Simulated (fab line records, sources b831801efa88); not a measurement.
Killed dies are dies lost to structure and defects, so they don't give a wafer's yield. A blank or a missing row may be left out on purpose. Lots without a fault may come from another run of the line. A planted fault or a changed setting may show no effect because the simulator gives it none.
fab line records | flow sky130
record lots=13 wafers=39 last_day=50
route steps=708 shown FIELD_ISO@11 PWDE@55 VT_ADJUST_HVTP@93 VT_ADJUST_LVTN@104 PAD_OPEN@708
lots that met no fault: from a run of the same line without faults
start_h: hours from the record's first day to the start of the lot's first wafer shown | wait_h: hours since the lot's step before | " the same as in the row above | L1.1+2: a row that stands for several wafers | - no value, or no start given | * or withheld: withheld | < > ~ a bound
route shown NAME@n: a module of which the file shows steps, and the number in the route of the first | usual: mean/standard deviation of fault-free wafers | same: alike in all rows | chamber/n: place in a boat | sites: the reading at each site | _std_site: their standard deviation | _edge_site: outer sites' mean less inner sites' | radius_mm: how far each site lies from the wafer's centre | mask NAME#n: copy n | behind: the tool/chamber that last shaped the wafer | hold: why the lot was held/for how many hours/how that ended | device: the transistor (n, p or np) that didn't switch | end of line: the same wafers' tests at the end of the route | a step without rows: its recipe alone | killed: dies lost to structure and defects at the first sort, not the wafer's yield | map: a wafer's dies, x killed, . not, _ none there
set.NAME: the setting as run; set.NAME@STEP: as run at that earlier step | model.NAME: the simulator's own value behind a step, which no gauge read
steps of the route over a sample of lots; a table a step, a row a wafer
services: from which hour (start_h, from the record's first day; less than 0 if before it) a tool's chamber was out of use, for how many hours, and why
## steps
# step SKY_FIELD_ISO_EXPOSE_10
# recipe mask_id=FOM na=0.68 source_shape=annular sigma_inner=0.4 sigma_outer=0.8 target_cd_nm=150 dose_mj=28
# usual stage_vel_mm_s=499.97/0.26
# same na=0.68
# columns lot.wafer tool chamber start_h wait_h mask stage_vel_mm_s
L208.1 krf_scanner-02 0 21.24 - FOM#0 499.86
L208.4 " 0 " " FOM#0 499.91
L208.6 " 0 " " FOM#0 500.19
L209.2 krf_scanner-02 0 29.76 - FOM#0 500.17
L209.3 " 0 " " FOM#0 499.93
L209.6 " 0 " " FOM#0 499.77
L211.2 krf_scanner-01 0 38.93 - FOM#0 500.01
L211.3 " 0 " " FOM#0 500.16
L211.4 " 0 " " FOM#0 500.29
L213.1 krf_scanner-01 0 46.64 - FOM#0 500.12
L213.3 " 0 " " FOM#0 500.15
L213.6 " 0 " " FOM#0 500.28
L214.1 krf_scanner-01 0 51.67 - FOM#0 500.06
L214.2 " 0 " " FOM#0 499.89
L214.3 " 0 " " FOM#0 499.95
L215.2 krf_scanner-02 0 57.73 - FOM_R1#0 499.83
L215.4 " 0 " " FOM_R1#0 499.87
L215.5 " 0 " " FOM_R1#0 499.88
L220.1 krf_scanner-02 0 84.99 - FOM#0 499.45
L220.4 " 0 " " FOM#0 499.32
L220.6 " 0 " " FOM#0 499.59
L224.1 krf_scanner-02 0 103.59 - FOM#0 499.89
L224.4 " 0 " " FOM#0 499.59
L224.6 " 0 " " FOM#0 499.93
L225.1 krf_scanner-01 0 108.56 - FOM#0 500.34
L225.2 " 0 " " FOM#0 499.74
L225.4 " 0 " " FOM#0 500.16
L228.1 krf_scanner-02 0 124.11 - FOM#0 499.93
L228.5 " 0 " " FOM#0 499.88
L228.6 " 0 " " FOM#0 499.53
L229.1 krf_scanner-01 0 129.51 - FOM#0 499.65
L229.2 " 0 " " FOM#0 499.92
L229.4 " 0 " " FOM#0 499.96
L230.1 krf_scanner-01 0 134.79 - FOM#0 500.00
L230.2 " 0 " " FOM#0 499.61
L230.3 " 0 " " FOM#0 500.12
L231.2 krf_scanner-01 0 138.06 - FOM#0 499.65
L231.3 " 0 " " FOM#0 499.95
L231.6 " 0 " " FOM#0 499.84
# step SKY_FIELD_ISO_CD_MEAS_13
# recipe target_cd_nm=150
# usual cd_nm=149.8/1.5
# columns lot.wafer tool chamber start_h wait_h cd_nm
L208.1 cd_sem-01 - 27.44 - 151.4
L208.4 " - " " 150.4
L208.6 " - " " 152.2
L209.2 cd_sem-02 - 37.43 - 149.9
L209.3 " - " " 150.7
L209.6 " - " " 149.5
L211.2 cd_sem-02 - 46.13 - 148.6
L211.3 " - " " 150.9
L211.4 " - " " 147.9
L213.1 cd_sem-02 - 54.74 - 151.6
L213.3 " - " " 150.9
L213.6 " - " " 149.9
L214.1 cd_sem-02 - 58.89 - 150.0
L214.2 " - " " 151.8
L214.3 " - " " 151.6
L215.2 cd_sem-01 - 64.83 - 131.3
L215.4 " - " " 132.0
L215.5 " - " " 131.4
L220.1 cd_sem-02 - 92.79 - 149.4
L220.4 " - " " 149.4
L220.6 " - " " 148.0
L224.1 cd_sem-02 - 111.90 - 152.0
L224.4 " - " " 150.3
L224.6 " - " " 150.9
L225.1 cd_sem-01 - 117.34 - 152.0
L225.2 " - " " 152.4
L225.4 " - " " 151.3
L228.1 cd_sem-01 - 132.74 - 148.9
L228.5 " - " " 150.2
L228.6 " - " " 149.3
L229.1 cd_sem-01 - 138.69 - 152.3
L229.2 " - " " 150.7
L229.4 " - " " 152.7
L230.1 cd_sem-02 - 144.56 - 152.4
L230.2 " - " " 151.2
L230.3 " - " " 152.7
L231.2 cd_sem-01 - 147.71 - 146.7
L231.3 " - " " 146.0
L231.6 " - " " 147.2
# step SKY_PWDE_TW_MEAS_10
# usual PWDE_TW=375.7/2.5
# columns lot.wafer tool chamber start_h wait_h PWDE_TW
L208.1 film_metro-02 - 64.22 0.1 374.1
L208.4 " - " " 373.2
L208.6 " - " " 373.0
L209.2 film_metro-01 - 74.93 0.1 378.6
L209.3 " - " " 379.7
L209.6 " - " " 378.8
L211.2 film_metro-01 - 85.07 0.1 378.5
L211.3 " - " " 379.1
L211.4 " - " " 377.2
L213.1 film_metro-02 - 108.77 0.1 374.5
L213.3 " - " " 372.7
L213.6 " - " " 375.6
L214.1 film_metro-02 - 110.46 0.1 375.4
L214.2 " - " " 374.5
L214.3 " - " " 374.8
L215.2 film_metro-04 - 110.83 0.1 373.9
L215.4 " - " " 373.1
L215.5 " - " " 372.0
L220.1 film_metro-02 - 137.52 0.1 376.2
L220.4 " - " " 375.7
L220.6 " - " " 374.1
L224.1 film_metro-04 - 158.97 0.1 374.4
L224.4 " - " " 373.7
L224.6 " - " " 371.4
L225.1 film_metro-04 - 164.77 0.1 374.3
L225.2 " - " " 374.4
L225.4 " - " " 373.7
L228.1 film_metro-01 - 190.72 0.1 375.8
L228.5 " - " " 377.5
L228.6 " - " " 374.1
L229.1 film_metro-04 - 199.57 0.1 371.9
L229.2 " - " " 373.7
L229.4 " - " " 373.3
L231.2 film_metro-02 - 203.67 0.1 374.8
L231.3 " - " " 373.5
L231.6 " - " " 375.0
L230.1 film_metro-02 - 204.01 0.1 371.5
L230.2 " - " " 375.5
L230.3 " - " " 371.8
# step SKY_VT_ADJUST_HVTP_OVL_MEAS_08
# usual VT_ADJUST_HVTP_OVL=0.5/1.4
# columns lot.wafer tool chamber start_h wait_h VT_ADJUST_HVTP_OVL[nm]
L208.1 overlay-01 - 115.93 0.1 1.9
L208.4 " - " " -0.4
L208.6 " - " " 0.5
L209.2 overlay-01 - 129.71 0.1 1.7
L209.3 " - " " 2.3
L209.6 " - " " 2.2
L211.2 overlay-01 - 140.06 0.1 -2.6
L211.3 " - " " -2.4
L211.4 " - " " -1.9
L213.1 overlay-01 - 165.63 0.1 1.8
L213.3 " - " " 2.2
L213.6 " - " " 2.4
L214.1 overlay-02 - 167.41 0.1 1.7
L214.2 " - " " 0.7
L214.3 " - " " 1.6
L215.2 overlay-02 - 167.96 0.1 2.7
L215.4 " - " " 0.9
L215.5 " - " " 3.7
L220.1 overlay-02 - 197.21 0.1 3.0
L220.4 " - " " 2.7
L220.6 " - " " 2.1
L224.1 overlay-01 - 222.31 0.1 -1.3
L224.4 " - " " -0.4
L224.6 " - " " -2.0
L225.1 overlay-01 - 228.36 0.1 0.2
L225.2 " - " " -0.4
L225.4 " - " " 0.8
L228.1 overlay-02 - 258.68 0.1 0.8
L228.5 " - " " 0.6
L228.6 " - " " 2.0
L229.1 overlay-01 - 269.56 0.1 1.0
L229.2 " - " " 1.8
L229.4 " - " " 2.4
L231.2 overlay-01 - 273.09 0.1 1.2
L231.3 " - " " -1.1
L231.6 " - " " 1.0
L230.1 overlay-01 - 273.91 0.1 -1.6
L230.2 " - " " -1.0
L230.3 " - " " -1.2
# step SKY_VT_ADJUST_LVTN_OVL_MEAS_07
# usual VT_ADJUST_LVTN_OVL=0.2/1.6
# columns lot.wafer tool chamber start_h wait_h VT_ADJUST_LVTN_OVL[nm]
L208.1 overlay-02 - 133.99 - -0.4
L208.4 " - " " 0.4
L208.6 " - " " -0.1
L209.2 overlay-01 - 148.47 - -2.1
L209.3 " - " " -1.6
L209.6 " - " " -2.3
L211.2 overlay-01 - 158.44 - 2.3
L211.3 " - " " 2.2
L211.4 " - " " 2.7
L213.1 overlay-01 - 185.43 - 1.0
L213.3 " - " " 1.3
L213.6 " - " " 2.2
L214.1 overlay-02 - 187.46 - 1.3
L214.2 " - " " 1.6
L214.3 " - " " 1.1
L215.2 overlay-01 - 188.62 - -2.5
L215.4 " - " " -0.8
L215.5 " - " " -0.7
L220.1 overlay-02 - 218.81 - 1.1
L220.4 " - " " 1.0
L220.6 " - " " 1.1
L224.1 overlay-02 - 245.56 - 0.3
L224.4 " - " " -0.6
L224.6 " - " " 0.6
L225.1 overlay-02 - 251.94 - 2.1
L225.2 " - " " 1.3
L225.4 " - " " 0.6
L228.1 overlay-01 - 283.18 - 1.0
L228.5 " - " " 1.3
L228.6 " - " " -0.8
L229.1 overlay-01 - 294.59 - 0.8
L229.2 " - " " 0.3
L229.4 " - " " -0.7
L231.2 overlay-02 - 298.04 - 0.7
L231.3 " - " " -0.8
L231.6 " - " " 0.1
L230.1 overlay-02 - 298.63 - 1.4
L230.2 " - " " 1.8
L230.3 " - " " -0.2
# step SKY_PAD_OPEN_PROBE_99
# usual killed_at_M0_to_M3=44/7 killed_at_M4_up=3.0/1.9 killed_at_contacts=24/5.4 killed_at_front_end=15/4.6 killed_at_other=0.3/0.5 killed_dies=87/10 killed_open=47/7 killed_short=40/6.2
# same gross_dies=492 killed_at_back_side=0
# columns lot.wafer tool chamber start_h wait_h killed_at_M0_to_M3 killed_at_M4_up killed_at_contacts killed_at_front_end killed_at_other killed_dies killed_open killed_short
L215.2 prober-01 - 1120.14 0.1 46 4 26 29 1 106 45 49
L215.4 prober-01 - 1120.24 0.2 57 4 27 20 1 109 47 53
L215.5 prober-01 - 1120.29 0.2 58 0 24 24 0 106 54 37
# killed by level:class
L215.2 FIELD_ISO:area_expose=12 VIA1:geometric_particle:open=9 METAL2:geometric_particle:short=9 LI_CONTACT:geometric_particle:open=8 FIELD_ISO:geometric_particle:short=5 LI_CONTACT:geometric_particle:short=5 CONTACT:geometric_particle:short=5 SPACER:geometric_particle:open=4
L215.4 VIA3:geometric_particle:open=11 FIELD_ISO:area_expose=9 LI_CONTACT:geometric_particle:open=8 VIA1:geometric_particle:open=8 VIA1:geometric_particle:short=7 METAL1:geometric_particle:short=7 CONTACT:geometric_particle:open=6 VIA2:geometric_particle:open=6
L215.5 FIELD_ISO:area_expose=15 VIA1:geometric_particle:open=13 VIA3:geometric_particle:open=12 METAL1:geometric_particle:short=11 CONTACT:geometric_particle:open=8 FIELD_ISO:geometric_particle:open=4 LI_CONTACT:geometric_particle:open=4 LOCAL_INTERCONNECT:geometric_particle:short=4
## services
# columns tool chamber start_h hours kind
krf_scanner-01 - 8.72 1.3 pm
krf_scanner-01 - 14.67 5.0 repair
krf_scanner-02 - 43.34 0.4 repair
krf_scanner-01 - 49.17 1.0 pm
krf_scanner-02 - 51.46 1.0 pm
krf_scanner-02 - 55.00 2.4 repair
krf_scanner-02 - 72.67 1.3 repair
krf_scanner-01 - 74.50 0.8 pm
krf_scanner-01 - 81.10 5.5 repair
krf_scanner-02 - 108.17 4.0 pm
## key
first_sign step=SKY_FIELD_ISO_EXPOSE_10 reading=mask direction=changed
effect step=SKY_FIELD_ISO_CD_MEAS_13 reading=cd_nm direction=down sigmas=12 usual=149.8 struck=131.5
met_at SKY_FIELD_ISO_EXPOSE_10
struck_lots L215
tester_left_out L215
not_acting_at SKY_PWDE_TW_MEAS_10,SKY_VT_ADJUST_HVTP_OVL_MEAS_08,SKY_VT_ADJUST_LVTN_OVL_MEAS_07
onset_between 29.76 57.73
fault kind=wrong_mask tool=any chamber=- onset_h=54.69 steps=SKY_FIELD_ISO_EXPOSE_10 aux_copy=FOM_R1#0 cd_offset_nm=-18 scope=struck_lots_only
# tester_left_out: of these lots the tester's yield and bins aren't shown, on N5 and GAA mostly nor the transistor test; their killed dies are dies lost to structure and defects alone, not to doping, threshold or leakage, so they don't give the yield
